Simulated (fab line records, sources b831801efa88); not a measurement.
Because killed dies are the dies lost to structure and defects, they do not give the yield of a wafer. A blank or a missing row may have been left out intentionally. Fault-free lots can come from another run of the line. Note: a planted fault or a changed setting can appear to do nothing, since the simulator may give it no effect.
A lot that was struck, set against a sound lot || flow sky130 || 14 steps out of a route of 708
Sound: the wafers L549.3, L549.5, L549.6. Wafers L562.3, L562.4, L562.6 were the ones struck. The cause is named last.
Order at every step that has rows: each side's tool, ch and its chambers, its first start. Under that, the readings that differ: sound wafers || struck wafers || difference of the means || sigmas: that difference in standard deviations of wafers without a fault.
alike: readings with means less than 2 such deviations apart, plus words and numbers identical on both sides. not compared: withheld readings, readings lacking a value on some wafer, bounds such as >300 that could conceal the same value, and numbers that have no deviation in the record and whose values overlap.
Wherever a step has rows on one side only, a row that says differs or no value, or a row with sigmas, the two part there. Numbers that don't overlap but have no deviation are shown without sigmas and don't part them. Lack of a reading on every wafer of one side parts them only where that side has two or more wafers.

first, 1 step without rows for these wafers: SKY_VIA2_ETCH_14 (etches BARC in N2/H2, stops on SiO2, time 45.9 s, target depth 60 nm).
SKY_VIA2_ETCH_15: etches SiO2 in C4F8/O2/Ar, stops on TiN, target depth 546 nm, time 84 s.
  sound on rie-diel-04 ch 0,1, day 37 14:47; struck on rie-diel-01 ch 1,3, day 41 01:37
  alike: oes-product-au
  not compared: rf-hours-counter-h
SKY_VIA2_STRIP_16: strips in O2/N2.
  sound on plasma-asher-01 ch 0,1, day 37 14:52; struck on plasma-asher-03 ch 0,1, day 41 01:43
{"reading": "drypump-motor-current-A (A)", "sound": "5.3 5.2 5.3", "struck": "5.9 6.7 6.7", "difference": "+1.2", "sigmas": "+2"}
  alike: oes-product-au, strip-time-to-endpoint-s
  not compared: rf-hours-counter-h
then, 4 steps without rows for these wafers: SKY_VIA2_STRIP_17 (strips in post etch residue remover, time 1200 s); SKY_VIA2_CLEAN_18 (cleans in IPA, time 180 s); SKY_VIA2_CLEAN_19 (cleans in O3/DIW); SKY_VIA2_SPUTTER_20 (material TiN, target thk 20 nm, time 80 s).
SKY_VIA2_CVD_21: deposits W, target thk 420 nm, time 126.4 s.
  sound on cvd-w-02 ch 0,1, day 37 15:34; struck on cvd-w-02 ch 0,1, day 41 02:23
  alike: heater-power-w
  not compared: since-wet-clean-h
SKY_VIA2_RS_MEAS_22: uses a four-point probe to measure.
  sound: film-metro-03 at day 37 15:41; struck: film-metro-01 at day 41 02:30
  alike: VIA2_W_RS
SKY_VIA2_THK_MEAS_23: measures by xrf.
  sound: film-metro-03 at day 37 15:47; struck: film-metro-01 at day 41 02:36
  alike: VIA2_W_THK
SKY_VIA2_CMP_24: polishes, stops on SiO2, t overpolish 20 s, target thk 0 nm.
  sound on cmp-01 ch 2,3, day 37 15:50; struck on cmp-01 ch 0,1, day 41 02:38
  alike: motor-current-A, overpolish-run-s, platen-rpm, time-to-endpoint-s
then, 1 step without rows for these wafers: SKY_METAL3_SPUTTER_00 (material Ti, target thk 15 nm, time 10 s).
SKY_METAL3_SPUTTER_01: material TiN, target thk 20 nm, time 16.7 s.
  sound: pvd-sputter-02 at day 37 16:09; struck: pvd-sputter-01 at day 41 02:58
  no value came back on the struck wafers for cathode-dc-power-W (W), chamber-pressure-pa (Pa), throttle-valve-pct (%); on the sound wafers cathode-dc-power-W (W) reads 6499.8 6497.1 6500.7
SKY_METAL3_SPUTTER_02: material AlCu, target thk 735 nm, time 39.1 s.
  sound: pvd-sputter-02 at day 37 16:11; struck: pvd-sputter-01 at day 41 02:59
  alike: cathode-dc-power-W, chamber-pressure-pa, throttle-valve-pct

WHERE THEY PART
At SKY_VIA2_STRIP_16 first; at SKY_METAL3_SPUTTER_01 last (within this record only). Later steps at which nothing parts them and some readings are alike: SKY_METAL3_SPUTTER_02.

WHY: what the simulator had put in
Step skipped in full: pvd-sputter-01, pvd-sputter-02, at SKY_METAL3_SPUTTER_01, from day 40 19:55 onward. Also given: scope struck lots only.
